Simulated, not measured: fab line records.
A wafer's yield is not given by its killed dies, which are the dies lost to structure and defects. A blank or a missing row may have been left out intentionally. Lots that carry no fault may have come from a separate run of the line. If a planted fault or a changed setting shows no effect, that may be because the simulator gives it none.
fab line records	flow gf180mcu
record: lots: 24	wafers: 72	last_day: 34
route steps=602 shown HV_LDD@208 SAB@265 SALICIDE@281 V5@541 PASSIVATION@588
lots that met no fault: from a run of the same line without faults
start_h: the number of hours between the record's first day and the start of the first shown wafer of the lot	wait_h: hours from the lot's prior step to this one	" repeats the value in the row above	L1.1+2: one row covering several wafers at once	- value missing, or start not given	* or withheld: withheld	< > ~ a bound
route shown NAME@n: a module of which the file shows steps, and the number in the route of the first	usual: mean and standard deviation over wafers with no fault	same: alike in all rows	chamber/n: place in a boat	sites: the reading at each site	_std_site: the standard deviation of these	_edge_site: outer sites' mean less inner sites'	radius_mm: for every site, how far away it sits from the centre of the wafer	mask NAME#n: copy n	behind: the tool/chamber that last shaped the wafer	hold: why the lot went on hold/how many hours it stayed there/how the hold came to an end	device: the transistor (n, p or np) that didn't switch	end of line: tests run on the same wafers once the route is complete	a step given without rows: its recipe and nothing more	killed: dies lost to structure and defects at the first sort, not the wafer's yield	map: shows each die of a wafer: x if killed, . if not, _ if none is there
set.NAME: the setting that was run; set.NAME@STEP: the one run at that earlier step	model.NAME: the simulator's own value behind a step, which no gauge read
the route's steps for a sample of lots (tables are steps, rows are wafers)
services: from which hour (start_h, from the record's first day; less than 0 if before it) a tool's chamber was out of use, for how many hours, and why
== steps ==
step: GF_HV_LDD_OVL_MEAS_32
usual: HV_LDD_02_OVL: 0.1/1.3
lot.wafer	tool	chamber	start_h	wait_h	HV_LDD_02_OVL[nm]
L074.1	overlay-01	-	248.92	0.1	-0.8
L074.4	"	-	"	"	0.4
L074.6	"	-	"	"	1.5
L075.3	overlay-02	-	255.58	0.1	-0.3
L075.4	"	-	"	"	0.1
L075.5	"	-	"	"	0.5
L076.3	overlay-01	-	263.93	0.1	0.4
L076.4	"	-	"	"	1.0
L076.5	"	-	"	"	1.4
L077.1	overlay-02	-	276.64	0.1	-0.5
L077.3	"	-	"	"	-0.3
L077.6	"	-	"	"	0.4
L078.2	overlay-01	-	286.23	0.1	-0.4
L078.3	"	-	"	"	-3.2
L078.6	"	-	"	"	-2.3
L079.2	overlay-02	-	297.75	0.1	1.0
L079.3	"	-	"	"	1.7
L079.6	"	-	"	"	1.2
L080.1	overlay-01	-	304.79	0.1	-0.8
L080.2	"	-	"	"	0.3
L080.5	"	-	"	"	-1.2
L081.3	overlay-02	-	309.99	0.1	0.9
L081.4	"	-	"	"	1.5
L081.5	"	-	"	"	-0.1
L082.2	overlay-01	-	324.73	0.1	0.5
L082.3	"	-	"	"	0.0
L082.4	"	-	"	"	1.0
L083.2	overlay-02	-	332.13	0.1	0.3
L083.4	"	-	"	"	0.5
L083.5	"	-	"	"	-0.5
L084.2	overlay-02	-	336.18	0.1	-1.6
L084.3	"	-	"	"	-1.8
L084.5	"	-	"	"	-1.9
L085.1	overlay-02	-	339.12	0.1	0.2
L085.2	"	-	"	"	1.2
L085.6	"	-	"	"	-0.4
L086.3	overlay-01	-	347.04	0.1	1.2
L086.5	"	-	"	"	1.8
L086.6	"	-	"	"	1.6
L087.2	overlay-01	-	354.58	0.1	0.9
L087.3	"	-	"	"	-0.2
L087.4	"	-	"	"	-0.3
L088.1	overlay-02	-	365.04	0.1	-2.6
L088.2	"	-	"	"	-2.7
L088.5	"	-	"	"	-3.5
L089.1	overlay-01	-	370.89	0.1	1.4
L089.4	"	-	"	"	1.7
L089.6	"	-	"	"	-0.2
L090.2	overlay-02	-	377.28	0.1	1.5
L090.3	"	-	"	"	2.7
L090.6	"	-	"	"	0.8
L091.2	overlay-02	-	383.65	0.1	0.3
L091.3	"	-	"	"	-0.8
L091.6	"	-	"	"	1.1
L092.1	overlay-01	-	391.94	0.1	1.3
L092.3	"	-	"	"	0.5
L092.4	"	-	"	"	-0.1
L093.1	overlay-01	-	401.72	0.1	-0.8
L093.3	"	-	"	"	0.6
L093.5	"	-	"	"	-2.5
L094.2	overlay-02	-	408.23	0.1	0.9
L094.5	"	-	"	"	0.5
L094.6	"	-	"	"	2.4
L095.2	overlay-02	-	423.98	0.1	0.6
L095.4	"	-	"	"	0.1
L095.6	"	-	"	"	0.4
L096.2	overlay-01	-	429.10	0.1	-0.1
L096.4	"	-	"	"	1.0
L096.6	"	-	"	"	0.1
L097.3	overlay-02	-	434.99	0.1	0.9
L097.5	"	-	"	"	2.1
L097.6	"	-	"	"	1.2
step: GF_HV_LDD_RTA_52
recipe: temp_c: 1000	time_s: 10	ambient: N2
usual: lamp_power_pct: 34.7/3	wafer_temp_C_max: 1005.8/1
lot.wafer	tool	chamber	start_h	wait_h	lamp_power_pct	wafer_temp_C_max
L074.1	rtp_anneal-01	0	268.79	0.0	31.1	1008.1
L074.4	"	0	"	"	31.2	1006.7
L074.6	"	0	"	"	31.2	1006.1
L075.3	rtp_anneal-02	0	276.31	0.0	37.3	1006.2
L075.4	"	0	"	"	37.2	1004.3
L075.5	"	0	"	"	37.2	1005.6
L076.3	rtp_anneal-02	0	285.04	0.0	37.2	1005.1
L076.4	"	0	"	"	37.2	1007.7
L076.5	"	0	"	"	37.2	1006.3
L077.1	rtp_anneal-01	0	297.54	0.0	31.2	1006.9
L077.3	"	0	"	"	31.2	1007.1
L077.6	"	0	"	"	31.2	1005.1
L078.2	rtp_anneal-01	0	306.98	0.0	31.2	1004.9
L078.3	"	0	"	"	31.2	1005.6
L078.6	"	0	"	"	31.2	1007.4
L079.2	rtp_anneal-02	0	319.28	0.0	37.3	1006.8
L079.3	"	0	"	"	37.3	1007.0
L079.6	"	0	"	"	37.2	1004.5
L080.1	rtp_anneal-01	0	326.44	0.0	31.2	1006.2
L080.2	"	0	"	"	31.2	1006.7
L080.5	"	0	"	"	31.2	1005.0
L081.3	rtp_anneal-02	0	331.89	0.0	37.3	1004.3
L081.4	"	0	"	"	37.2	1005.1
L081.5	"	0	"	"	37.2	1005.0
L082.2	rtp_anneal-02	0	347.03	0.0	37.3	1005.8
L082.3	"	0	"	"	37.3	1005.2
L082.4	"	0	"	"	37.2	1004.9
L083.2	rtp_anneal-02	0	354.88	0.0	37.3	1004.5
L083.4	"	0	"	"	37.2	1004.1
L083.5	"	0	"	"	37.2	1006.2
L084.2	rtp_anneal-01	0	358.48	0.0	31.2	1006.9
L084.3	"	0	"	"	31.2	1006.0
L084.5	"	0	"	"	31.2	1006.1
L085.1	rtp_anneal-01	0	361.69	0.0	31.2	1005.2
L085.2	"	0	"	"	31.2	1004.8
L085.6	"	0	"	"	31.2	1005.1
L086.3	rtp_anneal-02	0	369.91	0.0	37.3	1005.2
L086.5	"	0	"	"	37.2	1004.3
L086.6	"	0	"	"	37.3	1007.4
L087.2	rtp_anneal-02	0	377.65	0.0	37.3	1006.0
L087.3	"	0	"	"	37.3	1006.4
L087.4	"	0	"	"	37.2	1005.5
L088.1	rtp_anneal-02	0	389.00	0.0	37.2	1005.7
L088.2	"	0	"	"	37.2	1005.8
L088.5	"	0	"	"	37.2	1006.5
L089.1	rtp_anneal-02	0	394.92	0.0	37.3	1005.1
L089.4	"	0	"	"	37.3	1005.7
L089.6	"	0	"	"	37.2	1006.8
L090.2	rtp_anneal-01	0	401.05	0.0	31.2	1006.2
L090.3	"	0	"	"	31.2	1006.8
L090.6	"	0	"	"	31.2	1005.1
L091.2	rtp_anneal-02	0	407.93	0.0	37.2	1003.9
L091.3	"	0	"	"	37.3	1005.8
L091.6	"	0	"	"	37.3	1004.0
L092.1	rtp_anneal-02	0	417.29	0.0	37.3	1005.8
L092.3	"	0	"	"	37.2	1004.0
L092.4	"	0	"	"	37.2	1006.3
L093.1	rtp_anneal-01	0	426.32	0.0	31.2	1005.6
L093.3	"	0	"	"	31.2	1006.1
L093.5	"	0	"	"	31.2	1006.3
L094.2	rtp_anneal-02	0	432.79	0.0	37.3	1005.5
L094.5	"	0	"	"	37.3	1009.2
L094.6	"	0	"	"	37.2	1005.7
L095.2	rtp_anneal-02	0	449.55	0.0	37.2	1005.9
L095.4	"	0	"	"	37.3	1005.5
L095.6	"	0	"	"	37.2	1005.0
L096.2	rtp_anneal-01	0	455.58	0.0	31.3	1007.2
L096.4	"	0	"	"	31.2	1006.9
L096.6	"	0	"	"	31.2	1006.1
L097.3	rtp_anneal-01	0	460.81	0.0	31.2	1004.1
L097.5	"	0	"	"	31.1	1006.0
L097.6	"	0	"	"	31.2	1004.2
step: GF_SAB_THK_MEAS_01
recipe: reads: SiO2_of_SAB_CVD_00
usual: SAB_CVD_00_THK: 50.1/0.62
lot.wafer	tool	chamber	start_h	wait_h	SAB_CVD_00_THK[nm]
L074.1	film_metro-01	-	312.30	0.0	49.5
L074.4	"	-	"	"	50.3
L074.6	"	-	"	"	50.5
L075.3	film_metro-04	-	321.99	0.0	50.4
L075.4	"	-	"	"	50.5
L075.5	"	-	"	"	50.8
L076.3	film_metro-04	-	331.60	0.0	49.7
L076.4	"	-	"	"	49.8
L076.5	"	-	"	"	49.9
L077.1	film_metro-03	-	343.27	0.0	50.5
L077.3	"	-	"	"	50.0
L077.6	"	-	"	"	51.0
L078.2	film_metro-01	-	352.74	0.0	48.6
L078.3	"	-	"	"	49.4
L078.6	"	-	"	"	49.8
L079.2	film_metro-04	-	366.44	0.0	50.5
L079.3	"	-	"	"	49.5
L079.6	"	-	"	"	50.2
L080.1	film_metro-03	-	374.53	0.0	48.7
L080.2	"	-	"	"	49.3
L080.5	"	-	"	"	50.4
L081.3	film_metro-01	-	381.55	0.0	49.4
L081.4	"	-	"	"	49.4
L081.5	"	-	"	"	49.6
L082.2	film_metro-04	-	397.62	0.0	49.2
L082.3	"	-	"	"	49.7
L082.4	"	-	"	"	50.1
L083.2	film_metro-03	-	405.93	0.0	49.7
L083.4	"	-	"	"	50.8
L083.5	"	-	"	"	50.6
L084.2	film_metro-03	-	406.83	0.0	49.9
L084.3	"	-	"	"	50.5
L084.5	"	-	"	"	50.4
L085.1	film_metro-01	-	411.27	0.0	49.9
L085.2	"	-	"	"	50.3
L085.6	"	-	"	"	50.8
L086.3	film_metro-04	-	419.94	0.0	49.8
L086.5	"	-	"	"	50.0
L086.6	"	-	"	"	50.1
L087.2	film_metro-03	-	428.49	0.0	49.5
L087.3	"	-	"	"	49.9
L087.4	"	-	"	"	51.0
L088.1	film_metro-04	-	441.27	0.0	49.4
L088.2	"	-	"	"	49.2
L088.5	"	-	"	"	49.7
L089.1	film_metro-03	-	446.91	0.0	49.8
L089.4	"	-	"	"	51.1
L089.6	"	-	"	"	51.4
L090.2	film_metro-01	-	453.17	0.0	50.5
L090.3	"	-	"	"	50.7
L090.6	"	-	"	"	51.5
L091.2	film_metro-01	-	460.43	0.0	49.6
L091.3	"	-	"	"	50.6
L091.6	"	-	"	"	50.3
L092.1	film_metro-04	-	471.08	0.0	50.1
L092.3	"	-	"	"	50.3
L092.4	"	-	"	"	50.8
L093.1	film_metro-01	-	479.26	0.0	49.2
L093.3	"	-	"	"	49.5
L093.5	"	-	"	"	50.5
L094.2	film_metro-04	-	485.14	0.0	50.1
L094.5	"	-	"	"	49.7
L094.6	"	-	"	"	50.2
L095.2	film_metro-03	-	501.23	0.0	48.9
L095.4	"	-	"	"	49.7
L095.6	"	-	"	"	51.1
L096.2	film_metro-04	-	507.33	0.0	50.1
L096.4	"	-	"	"	50.4
L096.6	"	-	"	"	50.7
L097.3	film_metro-03	-	512.45	0.0	49.7
L097.5	"	-	"	"	50.6
L097.6	"	-	"	"	50.4
step: GF_SALICIDE_SPUTTER_03
recipe: material: TiN	target_thk_nm: 20	power_w: 6570	time_s: 16.7	chamber_pressure_pa: 0.4
usual: throttle_valve_pct: 30.2/0.83
lot.wafer	tool	chamber	start_h	wait_h	throttle_valve_pct
L074.1	pvd_sputter-04	-	333.80	0.0	30.2
L074.4	"	-	"	"	31.0
L074.6	"	-	"	"	31.1
L075.3	pvd_sputter-03	-	343.36	0.0	30.3
L075.4	"	-	"	"	29.9
L075.5	"	-	"	"	29.1
L076.3	pvd_sputter-03	-	353.29	0.0	29.0
L076.4	"	-	"	"	30.0
L076.5	"	-	"	"	29.0
L077.1	pvd_sputter-01	-	365.39	0.0	29.4
L077.3	"	-	"	"	29.3
L077.6	"	-	"	"	29.2
L078.2	pvd_sputter-01	-	374.49	0.0	30.3
L078.3	"	-	"	"	29.5
L078.6	"	-	"	"	29.3
L079.2	pvd_sputter-04	-	389.54	0.0	30.8
L079.3	"	-	"	"	30.9
L079.6	"	-	"	"	30.7
L080.1	pvd_sputter-03	-	397.95	0.0	29.9
L080.2	"	-	"	"	30.5
L080.5	"	-	"	"	29.3
L081.3	pvd_sputter-04	-	405.44	0.0	31.2
L081.4	"	-	"	"	30.9
L081.5	"	-	"	"	29.8
L082.2	pvd_sputter-01	-	421.84	0.0	29.3
L082.3	"	-	"	"	32.0
L082.4	"	-	"	"	30.2
L083.2	pvd_sputter-04	-	430.16	0.0	31.1
L083.4	"	-	"	"	29.8
L083.5	"	-	"	"	30.7
L084.2	pvd_sputter-01	-	431.41	0.0	30.3
L084.3	"	-	"	"	29.4
L084.5	"	-	"	"	29.1
L085.1	pvd_sputter-03	-	435.94	0.0	30.0
L085.2	"	-	"	"	29.2
L085.6	"	-	"	"	29.9
L086.3	pvd_sputter-04	-	444.37	0.0	30.6
L086.5	"	-	"	"	30.2
L086.6	"	-	"	"	30.9
L087.2	pvd_sputter-01	-	453.67	0.0	29.7
L087.3	"	-	"	"	29.1
L087.4	"	-	"	"	32.2
L088.1	pvd_sputter-04	-	466.74	0.0	30.1
L088.2	"	-	"	"	30.7
L088.5	"	-	"	"	30.8
L089.1	pvd_sputter-03	-	471.75	0.0	30.7
L089.4	"	-	"	"	29.1
L089.6	"	-	"	"	30.2
L090.2	pvd_sputter-03	-	477.90	0.0	29.9
L090.3	"	-	"	"	30.1
L090.6	"	-	"	"	30.3
L091.2	pvd_sputter-01	-	485.04	0.0	30.2
L091.3	"	-	"	"	29.4
L091.6	"	-	"	"	29.3
L092.1	pvd_sputter-01	-	494.83	0.0	29.4
L092.3	"	-	"	"	32.0
L092.4	"	-	"	"	29.3
L093.1	pvd_sputter-04	-	503.20	0.0	30.1
L093.3	"	-	"	"	30.7
L093.5	"	-	"	"	30.6
L094.2	pvd_sputter-01	-	508.93	0.0	29.3
L094.5	"	-	"	"	30.4
L094.6	"	-	"	"	31.7
L095.2	pvd_sputter-03	-	525.73	0.0	29.9
L095.4	"	-	"	"	30.4
L095.6	"	-	"	"	30.1
L096.2	pvd_sputter-03	-	530.92	0.0	30.1
L096.4	"	-	"	"	29.0
L096.6	"	-	"	"	30.3
L097.3	pvd_sputter-01	-	535.82	0.0	31.8
L097.5	"	-	"	"	29.4
L097.6	"	-	"	"	29.3
step: GF_V5_THK_MEAS_01
recipe: reads: SiO2_of_V5_CVD_00
usual: V5_CVD_00_THK: 299.6/2.6
lot.wafer	tool	chamber	start_h	wait_h	V5_CVD_00_THK[nm]
L074.1	film_metro-04	-	603.59	0.0	296.8
L074.4	"	-	"	"	302.8
L074.6	"	-	"	"	300.3
L075.3	film_metro-03	-	612.01	0.0	302.9
L075.4	"	-	"	"	299.3
L075.5	"	-	"	"	304.2
L076.3	film_metro-04	-	620.02	0.0	298.7
L076.4	"	-	"	"	301.1
L076.5	"	-	"	"	294.5
L077.1	film_metro-03	-	631.23	0.0	300.0
L077.3	"	-	"	"	296.9
L077.6	"	-	"	"	297.8
L078.2	film_metro-03	-	641.10	0.0	301.6
L078.3	"	-	"	"	303.4
L078.6	"	-	"	"	303.2
L079.2	film_metro-04	-	652.61	0.0	303.2
L079.3	"	-	"	"	298.8
L079.6	"	-	"	"	303.1
L080.1	film_metro-04	-	661.26	0.0	299.3
L080.2	"	-	"	"	299.7
L080.5	"	-	"	"	301.9
L081.3	film_metro-04	-	667.04	0.0	298.6
L081.4	"	-	"	"	297.3
L081.5	"	-	"	"	297.3
L082.2	film_metro-01	-	682.38	0.0	299.9
L082.3	"	-	"	"	299.7
L082.4	"	-	"	"	300.4
L083.2	film_metro-03	-	687.74	0.0	295.2
L083.4	"	-	"	"	293.9
L083.5	"	-	"	"	301.6
L084.2	film_metro-03	-	687.98	0.0	300.9
L084.3	"	-	"	"	299.6
L084.5	"	-	"	"	299.7
L085.1	film_metro-01	-	691.54	0.0	302.9
L085.2	"	-	"	"	300.5
L085.6	"	-	"	"	302.9
L086.3	film_metro-04	-	697.74	0.0	300.4
L086.5	"	-	"	"	296.8
L086.6	"	-	"	"	300.0
L087.2	film_metro-01	-	705.98	0.0	294.0
L087.3	"	-	"	"	297.9
L087.4	"	-	"	"	297.6
L088.1	film_metro-01	-	711.99	0.0	297.9
L088.2	"	-	"	"	299.9
L088.5	"	-	"	"	296.8
L089.1	film_metro-01	-	720.43	0.0	299.0
L089.4	"	-	"	"	297.8
L089.6	"	-	"	"	297.7
L090.2	film_metro-04	-	723.48	0.0	301.8
L090.3	"	-	"	"	300.5
L090.6	"	-	"	"	301.1
L091.2	film_metro-03	-	729.24	0.0	297.6
L091.3	"	-	"	"	302.4
L091.6	"	-	"	"	297.3
L092.1	film_metro-04	-	734.97	0.0	298.2
L092.3	"	-	"	"	299.0
L092.4	"	-	"	"	294.5
L093.1	film_metro-04	-	743.83	0.0	305.5
L093.3	"	-	"	"	303.3
L093.5	"	-	"	"	304.4
L094.2	film_metro-01	-	749.10	0.0	302.4
L094.5	"	-	"	"	300.2
L094.6	"	-	"	"	301.2
L096.2	film_metro-01	-	764.63	0.0	301.4
L096.4	"	-	"	"	305.7
L096.6	"	-	"	"	302.5
L095.2	film_metro-03	-	764.84	0.0	297.0
L095.4	"	-	"	"	295.2
L095.6	"	-	"	"	295.6
L097.3	film_metro-04	-	766.10	0.0	302.4
L097.5	"	-	"	"	300.2
L097.6	"	-	"	"	298.6
step: GF_PASSIVATION_THK_MEAS_01
recipe: reads: SiO2_of_PASSIVATION_CVD_00
usual: PASSIVATION_CVD_00_THK: 994/11
lot.wafer	tool	chamber	start_h	wait_h	PASSIVATION_CVD_00_THK[nm]
L074.1	film_metro-03	-	647.54	0.0	987
L074.4	"	-	"	"	1014
L074.6	"	-	"	"	987
L075.3	film_metro-02	-	654.83	0.1	990
L075.4	"	-	"	"	1009
L075.5	"	-	"	"	1004
L076.3	film_metro-03	-	662.52	0.1	994
L076.4	"	-	"	"	1012
L076.5	"	-	"	"	991
L077.1	film_metro-03	-	673.80	0.0	977
L077.3	"	-	"	"	968
L077.6	"	-	"	"	992
L078.2	film_metro-02	-	683.23	0.0	979
L078.3	"	-	"	"	986
L078.6	"	-	"	"	991
L079.2	film_metro-01	-	695.88	0.0	992
L079.3	"	-	"	"	989
L079.6	"	-	"	"	1009
L080.1	film_metro-01	-	704.86	0.1	987
L080.2	"	-	"	"	983
L080.5	"	-	"	"	1009
L081.3	film_metro-03	-	707.59	0.1	990
L081.4	"	-	"	"	997
L081.5	"	-	"	"	998
L082.2	film_metro-02	-	723.41	0.0	982
L082.3	"	-	"	"	980
L082.4	"	-	"	"	989
L083.2	film_metro-03	-	727.24	0.0	984
L083.4	"	-	"	"	998
L083.5	"	-	"	"	1010
L084.2	film_metro-03	-	727.51	0.0	976
L084.3	"	-	"	"	975
L084.5	"	-	"	"	1001
L085.1	film_metro-01	-	731.43	0.0	984
L085.2	"	-	"	"	993
L085.6	"	-	"	"	1000
L086.3	film_metro-01	-	737.17	0.1	984
L086.5	"	-	"	"	1006
L086.6	"	-	"	"	993
L087.2	film_metro-02	-	744.60	0.0	989
L087.3	"	-	"	"	987
L087.4	"	-	"	"	1012
L088.1	film_metro-02	-	750.06	0.0	987
L088.2	"	-	"	"	987
L088.5	"	-	"	"	1014
L089.1	film_metro-01	-	757.68	0.0	985
L089.4	"	-	"	"	1013
L089.6	"	-	"	"	996
L090.2	film_metro-01	-	759.50	0.0	993
L090.3	"	-	"	"	993
L090.6	"	-	"	"	1001
L091.2	film_metro-01	-	766.50	0.0	990
L091.3	"	-	"	"	971
L091.6	"	-	"	"	1007
L092.1	film_metro-02	-	770.84	0.0	991
L092.3	"	-	"	"	993
L092.4	"	-	"	"	1008
L093.1	film_metro-01	-	779.61	0.0	981
L093.3	"	-	"	"	980
L093.5	"	-	"	"	1008
L094.2	film_metro-03	-	784.57	0.0	985
L094.5	"	-	"	"	1011
L094.6	"	-	"	"	998
L096.2	film_metro-03	-	798.50	0.0	982
L096.4	"	-	"	"	1004
L096.6	"	-	"	"	1009
L095.2	film_metro-01	-	799.35	0.0	991
L095.4	"	-	"	"	1000
L095.6	"	-	"	"	1004
L097.3	film_metro-03	-	799.52	0.1	997
L097.5	"	-	"	"	997
L097.6	"	-	"	"	1013
== services ==
tool	chamber	start_h	hours	kind
pvd_sputter-01	-	251.53	1.2	repair
rtp_anneal-02	-	265.21	5.5	pm
pvd_sputter-03	-	292.01	21.4	repair
pvd_sputter-01	-	292.63	17.8	repair
pvd_sputter-03	-	318.77	1.8	repair
pvd_sputter-04	-	343.75	2.1	repair
pvd_sputter-03	2	344.42	-	consumable_replace:kit
pvd_sputter-03	2	344.42	18.0	scheduled_down
pvd_sputter-03	2	344.42	18.0	vent_cycle
rtp_anneal-02	-	374.52	0.7	repair
pvd_sputter-01	0	395.33	-	consumable_replace:kit
pvd_sputter-01	0	395.33	18.0	scheduled_down
pvd_sputter-01	0	395.33	18.0	vent_cycle
pvd_sputter-03	-	414.32	0.8	repair
pvd_sputter-03	-	457.82	5.1	repair
pvd_sputter-04	2	495.75	-	consumable_replace:kit
pvd_sputter-04	2	495.75	18.0	scheduled_down
pvd_sputter-04	2	495.75	18.0	vent_cycle
== key ==
fault none
